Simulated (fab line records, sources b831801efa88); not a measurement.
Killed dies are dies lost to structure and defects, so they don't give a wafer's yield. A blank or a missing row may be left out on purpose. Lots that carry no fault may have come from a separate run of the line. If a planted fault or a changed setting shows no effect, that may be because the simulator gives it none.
A sampling plan put to the test | flow sky130 | one line in one fab, 48 faults in these records, each fault weighed on the records of the lots it struck
Plan = the line's own looks (route steps where a gauge or an inspection reads the wafer without altering it). A look can be judged if struck wafers have a number there and the file gives its usual mean and standard deviation on fault-free wafers. Caught: 4 or more of those standard deviations (sigma) separate the usual mean from the mean of the struck wafers at a look after the fault's first step. On the tool: here the same test is run on the tool's own readings at the fault's steps. If the struck wafers alone have a blank record, or they carry another recipe, that too counts as caught.

THE FAULTS, as the simulator had put them in
1. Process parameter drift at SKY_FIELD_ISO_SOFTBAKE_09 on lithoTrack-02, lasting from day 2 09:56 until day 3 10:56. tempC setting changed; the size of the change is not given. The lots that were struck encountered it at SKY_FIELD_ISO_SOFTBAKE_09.
2. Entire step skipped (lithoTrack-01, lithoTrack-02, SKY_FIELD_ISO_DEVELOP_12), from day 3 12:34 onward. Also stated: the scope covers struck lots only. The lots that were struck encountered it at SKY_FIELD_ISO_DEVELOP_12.
3. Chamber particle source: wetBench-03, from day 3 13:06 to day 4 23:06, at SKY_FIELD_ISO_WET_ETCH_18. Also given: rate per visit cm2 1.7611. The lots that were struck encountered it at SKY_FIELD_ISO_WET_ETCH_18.
4. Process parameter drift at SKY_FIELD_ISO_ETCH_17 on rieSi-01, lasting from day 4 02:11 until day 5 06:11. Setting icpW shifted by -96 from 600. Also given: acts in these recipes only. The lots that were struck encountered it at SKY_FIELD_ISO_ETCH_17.
5. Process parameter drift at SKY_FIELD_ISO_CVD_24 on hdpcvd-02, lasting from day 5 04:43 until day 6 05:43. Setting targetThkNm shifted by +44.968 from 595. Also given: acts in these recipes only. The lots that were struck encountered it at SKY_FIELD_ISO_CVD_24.
6. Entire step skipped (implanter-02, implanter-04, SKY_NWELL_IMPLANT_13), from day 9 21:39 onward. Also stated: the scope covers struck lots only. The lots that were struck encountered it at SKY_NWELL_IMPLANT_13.
7. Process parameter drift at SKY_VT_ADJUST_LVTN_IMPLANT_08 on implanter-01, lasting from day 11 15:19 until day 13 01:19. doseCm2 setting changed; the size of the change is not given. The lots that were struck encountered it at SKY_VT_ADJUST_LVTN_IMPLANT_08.
8. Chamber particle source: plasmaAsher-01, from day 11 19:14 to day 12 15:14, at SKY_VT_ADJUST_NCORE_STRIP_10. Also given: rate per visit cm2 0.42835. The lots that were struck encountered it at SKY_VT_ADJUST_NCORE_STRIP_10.
9. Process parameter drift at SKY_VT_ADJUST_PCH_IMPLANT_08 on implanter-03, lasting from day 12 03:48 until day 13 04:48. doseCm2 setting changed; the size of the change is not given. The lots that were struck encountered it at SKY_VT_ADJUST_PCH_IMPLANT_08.
10. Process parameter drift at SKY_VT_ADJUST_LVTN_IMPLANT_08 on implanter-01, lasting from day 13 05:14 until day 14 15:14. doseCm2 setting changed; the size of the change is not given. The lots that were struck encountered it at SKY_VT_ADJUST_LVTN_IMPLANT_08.
11. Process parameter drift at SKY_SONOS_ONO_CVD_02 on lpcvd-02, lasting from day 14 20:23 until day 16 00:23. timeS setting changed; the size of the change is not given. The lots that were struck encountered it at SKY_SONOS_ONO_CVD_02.
12. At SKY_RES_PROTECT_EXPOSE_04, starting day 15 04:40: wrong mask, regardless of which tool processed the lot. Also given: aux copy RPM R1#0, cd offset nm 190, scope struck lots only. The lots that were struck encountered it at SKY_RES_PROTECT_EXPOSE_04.
13. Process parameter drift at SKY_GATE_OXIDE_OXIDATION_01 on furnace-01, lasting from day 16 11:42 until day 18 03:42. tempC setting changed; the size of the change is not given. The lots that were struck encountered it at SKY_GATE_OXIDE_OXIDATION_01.
14. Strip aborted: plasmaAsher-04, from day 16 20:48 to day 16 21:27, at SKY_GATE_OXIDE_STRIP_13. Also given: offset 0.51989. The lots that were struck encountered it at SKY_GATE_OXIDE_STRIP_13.
15. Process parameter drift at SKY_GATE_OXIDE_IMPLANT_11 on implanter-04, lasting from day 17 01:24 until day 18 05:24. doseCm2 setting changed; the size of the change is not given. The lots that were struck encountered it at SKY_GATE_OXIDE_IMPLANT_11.
16. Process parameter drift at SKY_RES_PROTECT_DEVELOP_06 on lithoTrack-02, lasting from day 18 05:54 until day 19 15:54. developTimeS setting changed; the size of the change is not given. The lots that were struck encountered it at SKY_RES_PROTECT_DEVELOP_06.
17. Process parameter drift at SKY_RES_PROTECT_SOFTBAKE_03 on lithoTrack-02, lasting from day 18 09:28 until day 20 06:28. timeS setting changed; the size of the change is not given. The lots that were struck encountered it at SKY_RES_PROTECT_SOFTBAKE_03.
18. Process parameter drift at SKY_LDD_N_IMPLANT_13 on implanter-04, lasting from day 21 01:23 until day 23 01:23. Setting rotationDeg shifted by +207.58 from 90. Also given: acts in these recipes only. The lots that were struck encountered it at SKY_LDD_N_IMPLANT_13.
19. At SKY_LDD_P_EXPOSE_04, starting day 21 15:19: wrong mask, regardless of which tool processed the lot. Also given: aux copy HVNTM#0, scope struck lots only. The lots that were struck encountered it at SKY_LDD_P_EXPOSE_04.
20. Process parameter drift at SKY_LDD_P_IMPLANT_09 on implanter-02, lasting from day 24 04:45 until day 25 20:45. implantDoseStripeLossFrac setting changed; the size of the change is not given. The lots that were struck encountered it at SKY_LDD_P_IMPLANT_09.
21. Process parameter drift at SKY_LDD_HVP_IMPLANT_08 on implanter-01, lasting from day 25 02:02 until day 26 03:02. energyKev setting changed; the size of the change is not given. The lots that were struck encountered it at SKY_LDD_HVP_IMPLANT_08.
22. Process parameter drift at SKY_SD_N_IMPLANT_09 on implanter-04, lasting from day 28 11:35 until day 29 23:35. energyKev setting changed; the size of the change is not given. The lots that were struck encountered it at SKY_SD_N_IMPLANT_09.
23. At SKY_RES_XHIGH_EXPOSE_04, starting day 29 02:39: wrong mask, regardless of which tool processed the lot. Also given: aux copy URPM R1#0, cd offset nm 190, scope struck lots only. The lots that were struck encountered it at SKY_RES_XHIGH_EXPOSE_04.
24. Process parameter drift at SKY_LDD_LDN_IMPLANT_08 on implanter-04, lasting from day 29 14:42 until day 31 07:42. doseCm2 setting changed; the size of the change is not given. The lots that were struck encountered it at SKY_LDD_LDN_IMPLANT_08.
25. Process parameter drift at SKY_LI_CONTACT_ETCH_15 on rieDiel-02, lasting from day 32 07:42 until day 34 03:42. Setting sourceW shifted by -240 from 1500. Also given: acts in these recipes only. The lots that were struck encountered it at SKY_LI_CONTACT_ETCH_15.
26. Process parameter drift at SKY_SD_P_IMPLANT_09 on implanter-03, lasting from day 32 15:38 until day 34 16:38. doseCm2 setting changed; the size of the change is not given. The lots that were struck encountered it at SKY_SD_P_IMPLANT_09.
27. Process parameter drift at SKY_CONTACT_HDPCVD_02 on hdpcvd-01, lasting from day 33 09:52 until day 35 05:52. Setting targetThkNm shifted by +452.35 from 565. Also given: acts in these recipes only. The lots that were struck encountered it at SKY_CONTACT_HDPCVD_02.
28. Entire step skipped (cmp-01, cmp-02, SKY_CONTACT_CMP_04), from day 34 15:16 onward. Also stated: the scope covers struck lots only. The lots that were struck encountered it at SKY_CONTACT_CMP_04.
29. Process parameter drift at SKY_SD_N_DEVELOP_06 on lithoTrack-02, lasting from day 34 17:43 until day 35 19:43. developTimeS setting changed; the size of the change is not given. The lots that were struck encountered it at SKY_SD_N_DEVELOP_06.
30. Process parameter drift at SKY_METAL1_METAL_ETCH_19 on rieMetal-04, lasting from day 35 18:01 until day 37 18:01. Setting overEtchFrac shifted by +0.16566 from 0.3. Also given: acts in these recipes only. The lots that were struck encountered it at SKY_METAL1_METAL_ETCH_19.
31. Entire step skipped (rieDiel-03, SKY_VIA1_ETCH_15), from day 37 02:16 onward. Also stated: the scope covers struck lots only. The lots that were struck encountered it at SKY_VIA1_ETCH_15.
32. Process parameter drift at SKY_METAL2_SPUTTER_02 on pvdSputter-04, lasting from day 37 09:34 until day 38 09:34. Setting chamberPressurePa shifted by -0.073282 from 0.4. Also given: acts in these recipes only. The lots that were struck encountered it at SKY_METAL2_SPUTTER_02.
33. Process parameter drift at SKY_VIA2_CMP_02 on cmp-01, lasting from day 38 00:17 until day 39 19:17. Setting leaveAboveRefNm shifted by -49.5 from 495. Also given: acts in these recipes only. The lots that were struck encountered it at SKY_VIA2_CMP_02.
34. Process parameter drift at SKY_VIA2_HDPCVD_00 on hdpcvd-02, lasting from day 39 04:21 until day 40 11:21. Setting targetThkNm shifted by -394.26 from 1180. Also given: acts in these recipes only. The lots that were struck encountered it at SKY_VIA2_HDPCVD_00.
35. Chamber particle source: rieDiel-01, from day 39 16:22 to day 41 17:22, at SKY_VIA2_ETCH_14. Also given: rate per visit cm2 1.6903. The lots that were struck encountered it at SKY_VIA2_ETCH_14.
36. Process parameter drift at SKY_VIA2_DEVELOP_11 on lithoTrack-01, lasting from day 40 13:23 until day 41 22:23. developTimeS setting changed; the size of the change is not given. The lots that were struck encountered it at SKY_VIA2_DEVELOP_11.
37. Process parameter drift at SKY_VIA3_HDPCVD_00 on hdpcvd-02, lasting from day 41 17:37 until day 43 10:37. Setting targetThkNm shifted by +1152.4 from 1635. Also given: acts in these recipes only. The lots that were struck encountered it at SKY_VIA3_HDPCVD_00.
38. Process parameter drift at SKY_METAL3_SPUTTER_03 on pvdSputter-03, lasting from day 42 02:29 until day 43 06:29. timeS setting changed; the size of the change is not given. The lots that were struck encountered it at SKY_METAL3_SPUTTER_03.
39. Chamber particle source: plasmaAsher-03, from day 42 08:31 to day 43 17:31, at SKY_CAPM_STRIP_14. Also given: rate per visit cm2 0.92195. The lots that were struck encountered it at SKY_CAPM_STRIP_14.
40. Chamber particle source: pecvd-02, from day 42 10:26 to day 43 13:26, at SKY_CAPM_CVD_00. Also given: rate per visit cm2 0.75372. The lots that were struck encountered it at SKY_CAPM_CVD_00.
41. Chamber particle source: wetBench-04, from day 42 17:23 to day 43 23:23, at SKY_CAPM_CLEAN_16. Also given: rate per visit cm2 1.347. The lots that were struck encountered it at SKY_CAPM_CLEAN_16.
42. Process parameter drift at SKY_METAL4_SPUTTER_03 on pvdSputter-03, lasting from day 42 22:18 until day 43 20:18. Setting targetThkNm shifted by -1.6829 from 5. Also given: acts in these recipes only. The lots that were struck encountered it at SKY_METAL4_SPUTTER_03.
43. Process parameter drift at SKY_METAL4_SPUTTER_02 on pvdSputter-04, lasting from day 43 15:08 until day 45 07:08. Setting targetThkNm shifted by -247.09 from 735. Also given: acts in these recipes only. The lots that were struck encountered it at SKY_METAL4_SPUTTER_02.
44. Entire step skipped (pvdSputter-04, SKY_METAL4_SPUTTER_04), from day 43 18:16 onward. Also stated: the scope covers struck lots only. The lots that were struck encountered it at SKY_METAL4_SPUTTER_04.
45. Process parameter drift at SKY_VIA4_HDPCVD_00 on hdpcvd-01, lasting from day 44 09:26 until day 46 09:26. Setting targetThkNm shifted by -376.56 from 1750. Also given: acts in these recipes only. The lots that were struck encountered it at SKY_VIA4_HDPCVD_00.
46. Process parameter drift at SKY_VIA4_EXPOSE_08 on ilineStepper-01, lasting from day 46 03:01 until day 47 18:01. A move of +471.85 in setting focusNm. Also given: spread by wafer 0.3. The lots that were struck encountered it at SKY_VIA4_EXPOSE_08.
47. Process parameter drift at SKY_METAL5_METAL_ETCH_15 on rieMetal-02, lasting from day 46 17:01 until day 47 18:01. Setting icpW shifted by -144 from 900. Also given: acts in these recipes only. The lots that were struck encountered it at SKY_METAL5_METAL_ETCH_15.
48. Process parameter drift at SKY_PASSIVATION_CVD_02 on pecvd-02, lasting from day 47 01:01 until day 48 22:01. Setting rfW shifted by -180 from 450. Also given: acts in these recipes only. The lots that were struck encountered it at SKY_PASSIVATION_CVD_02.

WHAT THE PLAN SAW
fault | on the tool itself                               | first look that catches it                      | reading, sigma                                                      | median hours from its first step to that look | hours from the fault's start to the first struck lot there | judged looks passed uncaught
1     | plateTempC -26 sigma                             | not the one look that can be judged after it    | -                                                                   | -                                             | -                                                          | 1
2     | no reading that can be judged                    | no look after it can be judged                  | -                                                                   | -                                             | -                                                          | 0
3     | under 2 sigma                                    | no look after it can be judged                  | -                                                                   | -                                             | -                                                          | 0
4     | rfFwdPowerW -43 sigma                            | no look after it can be judged                  | -                                                                   | -                                             | -                                                          | 0
5     | under 2 sigma                                    | SKY_FIELD_ISO_THK_MEAS_25                       | FIELD_ISO_CVD_24_THK +7.9                                           | 0.1                                           | 5                                                          | 0
6     | the tool's record is blank for the struck wafers | SKY_NWELL_RS_MEAS_29                            | NWELL_RS +18                                                        | 23.7                                          | 27                                                         | 0
7     | doseIonsCm2 +73 sigma                            | not the one look that can be judged after it    | strongest: VT_ADJUST_LVTN_TW at SKY_VT_ADJUST_LVTN_TW_MEAS_10, +3.6 | -                                             | -                                                          | 1
8     | under 2 sigma                                    | no look after it can be judged                  | -                                                                   | -                                             | -                                                          | 0
9     | doseIonsCm2 -99 or beyond sigma                  | SKY_VT_ADJUST_PCH_TW_MEAS_10                    | VT_ADJUST_PCH_TW -16                                                | 0.2                                           | 20                                                         | 0
10    | doseIonsCm2 +99 or beyond sigma                  | SKY_VT_ADJUST_LVTN_TW_MEAS_10                   | VT_ADJUST_LVTN_TW +22                                               | 0.2                                           | 0                                                          | 0
11    | under 2 sigma                                    | SKY_SONOS_ONO_THK_MEAS_03                       | SONOS_ONO_CVD_02_THK -5.2                                           | 1.3                                           | 3                                                          | 0
12    | under 2 sigma                                    | not the one look that can be judged after it    | -                                                                   | -                                             | -                                                          | 1
13    | tubeCenterTempC -99 or beyond sigma              | SKY_GATE_OXIDE_THK_MEAS_02                      | GATE_OXIDE_OXIDATION_00_THK -28                                     | 1.4                                           | 13                                                         | 0
14    | oesProductAu +49 sigma                           | no look after it can be judged                  | -                                                                   | -                                             | -                                                          | 0
15    | doseIonsCm2 -99 or beyond sigma                  | SKY_GATE_OXIDE_TW_MEAS_14                       | GATE_OXIDE_TW -26                                                   | 0.4                                           | 5                                                          | 0
16    | no reading that can be judged                    | SKY_RES_PROTECT_TW_MEAS_08                      | POLY_GATE_TW -99 or beyond                                          | 0.4                                           | 1                                                          | 0
17    | heaterPowerTotalW +99 or beyond sigma            | not the one look that can be judged after it    | -                                                                   | -                                             | -                                                          | 1
18    | rotationDeg +99 or beyond sigma                  | no look after it can be judged                  | -                                                                   | -                                             | -                                                          | 0
19    | under 2 sigma                                    | SKY_LDD_P_TW_MEAS_11                            | LDD_P_TW -99 or beyond                                              | 15.0                                          | 15                                                         | 0
20    | no reading that can be judged                    | SKY_LDD_P_TW_MEAS_11                            | LDD_P_TW -7.6                                                       | 0.2                                           | 15                                                         | 0
21    | beamEnergyKeV +99 or beyond sigma                | SKY_LDD_HVP_TW_MEAS_10                          | LDD_HVP_TW +11                                                      | 0.2                                           | 6                                                          | 0
22    | beamEnergyKeV +99 or beyond sigma                | SKY_SD_N_TW_MEAS_12                             | SD_N_TW +10                                                         | 0.4                                           | 3                                                          | 0
23    | under 2 sigma                                    | no look after it can be judged                  | -                                                                   | -                                             | -                                                          | 0
24    | doseIonsCm2 -78 sigma                            | not the one look that can be judged after it    | -                                                                   | -                                             | -                                                          | 1
25    | rfFwdPowerW -47 sigma                            | no look after it can be judged                  | -                                                                   | -                                             | -                                                          | 0
26    | doseIonsCm2 -99 or beyond sigma                  | SKY_SD_P_TW_MEAS_11                             | SD_P_TW -10                                                         | 0.2                                           | 10                                                         | 0
27    | under 2 sigma                                    | SKY_CONTACT_THK_MEAS_03                         | CONTACT_HDPCVD_THK +91                                              | 0.1                                           | 1                                                          | 0
28    | the tool's record is blank for the struck wafers | no look after it can be judged                  | -                                                                   | -                                             | -                                                          | 0
29    | under 2 sigma                                    | SKY_SD_N_CD_MEAS_07                             | cdNm +4.1                                                           | 0.1                                           | 5                                                          | 0
30    | oesProductAu -8.8 sigma                          | no look after it can be judged                  | -                                                                   | -                                             | -                                                          | 0
31    | the tool's record is blank for the struck wafers | no look after it can be judged                  | -                                                                   | -                                             | -                                                          | 0
32    | chamberPressurePa -98 sigma                      | SKY_METAL2_RS_MEAS_05                           | METAL2_ALCU_RS -4.6                                                 | 0.1                                           | 9                                                          | 0
33    | under 2 sigma                                    | not the one look that can be judged after it    | -                                                                   | -                                             | -                                                          | 1
34    | no reading that can be judged                    | SKY_VIA2_THK_MEAS_01                            | VIA2_HDPCVD_THK -36                                                 | 0.1                                           | 1                                                          | 0
35    | under 2 sigma                                    | none of the 2 looks that can be judged after it | -                                                                   | -                                             | -                                                          | 2
36    | no reading that can be judged                    | none of the 2 looks that can be judged after it | -                                                                   | -                                             | -                                                          | 2
37    | no reading that can be judged                    | SKY_VIA3_THK_MEAS_01                            | VIA3_HDPCVD_THK +72                                                 | 0.2                                           | 8                                                          | 0
38    | under 2 sigma                                    | no look after it can be judged                  | -                                                                   | -                                             | -                                                          | 0
39    | under 2 sigma                                    | none of the 2 looks that can be judged after it | -                                                                   | -                                             | -                                                          | 2
40    | under 2 sigma                                    | not the one look that can be judged after it    | -                                                                   | -                                             | -                                                          | 1
41    | no reading that can be judged                    | not the one look that can be judged after it    | -                                                                   | -                                             | -                                                          | 1
42    | under 2 sigma                                    | no look after it can be judged                  | -                                                                   | -                                             | -                                                          | 0
43    | under 2 sigma                                    | not the one look that can be judged after it    | -                                                                   | -                                             | -                                                          | 1
44    | the tool's record is blank for the struck wafers | not the one look that can be judged after it    | -                                                                   | -                                             | -                                                          | 1
45    | no reading that can be judged                    | SKY_VIA4_THK_MEAS_01                            | VIA4_HDPCVD_THK -18                                                 | 0.2                                           | 0                                                          | 0
46    | under 2 sigma                                    | not the one look that can be judged after it    | -                                                                   | -                                             | -                                                          | 1
47    | rfFwdPowerW -51 sigma                            | not the one look that can be judged after it    | -                                                                   | -                                             | -                                                          | 1
48    | rfFwdPowerW -99 or beyond sigma                  | SKY_PASSIVATION_THK_MEAS_03                     | PASSIVATION_CVD_02_THK -12                                          | 0.2                                           | 4                                                          | 0
A dash: this means the fault isn't caught or the number doesn't appear in these records.

Caught at a look: 20 of 48. Caught on the tool: 23 of 48. By one or the other: 33 of 48.
Faults 1, 4, 7, 14, 17, 18, 24, 25, 28, 30, 31, 44, 47 were caught on the tool alone.
Caught at a look alone: faults 5, 11, 16, 19, 20, 27, 29, 34, 37, 45.
Caught by neither: faults 2, 3, 8, 12, 23, 33, 35, 36, 38, 39, 40, 41, 42, 43, 46.

THINNER SAMPLING
Were the look that catches a fault to measure just every second or every third lot (counted by lot number), the first struck lot would, at worst, be measured this late:
fault | struck lots at that look, in order of time | every lot | every second lot | every third lot
5     | L709, L711                                 | 5 h       | may miss all 2   | may miss all 2
6     | L411, L412, L413                           | 27 h      | 30 h             | 31 h
9     | L389, L392                                 | 20 h      | 24 h             | may miss all 2
10    | L930, L931                                 | 0 h       | 4 h              | may miss all 2
11    | L653, L655                                 | 3 h       | may miss all 2   | may miss all 2
13    | L197, L198                                 | 13 h      | 37 h             | may miss all 2
15    | L394, L393                                 | 5 h       | 9 h              | may miss all 2
16    | L107, L113                                 | 1 h       | may miss all 2   | may miss all 2
19    | L812                                       | 15 h      | may miss it      | may miss it
20    | L448, L449                                 | 15 h      | 38 h             | may miss all 2
21    | L560, L563                                 | 6 h       | 24 h             | may miss all 2
22    | L292, L293                                 | 3 h       | 9 h              | may miss all 2
26    | L889, L890                                 | 10 h      | 17 h             | may miss all 2
27    | L377, L379, L378                           | 1 h       | 8 h              | 8 h
29    | L956, L958                                 | 5 h       | may miss all 2   | may miss all 2
32    | L734, L735                                 | 9 h       | 17 h             | may miss all 2
34    | L808, L809                                 | 1 h       | 18 h             | may miss all 2
37    | L854, L853                                 | 8 h       | 14 h             | may miss all 2
45    | L756, L758, L757                           | 0 h       | 23 h             | 23 h
48    | L482, L484                                 | 4 h       | may miss all 2   | may miss all 2
Hours: fault start to first struck lot measured. 4 sigma limit: tested on the pooled struck wafers, so a lone lot may be under it. Other struck lots may not be in these records.

THE LONGEST TIMED WAY FROM STEP TO LOOK
Fault 6: median gap of 23.7 hours between SKY_NWELL_IMPLANT_13 and SKY_NWELL_RS_MEAS_29. No look between them can be judged.
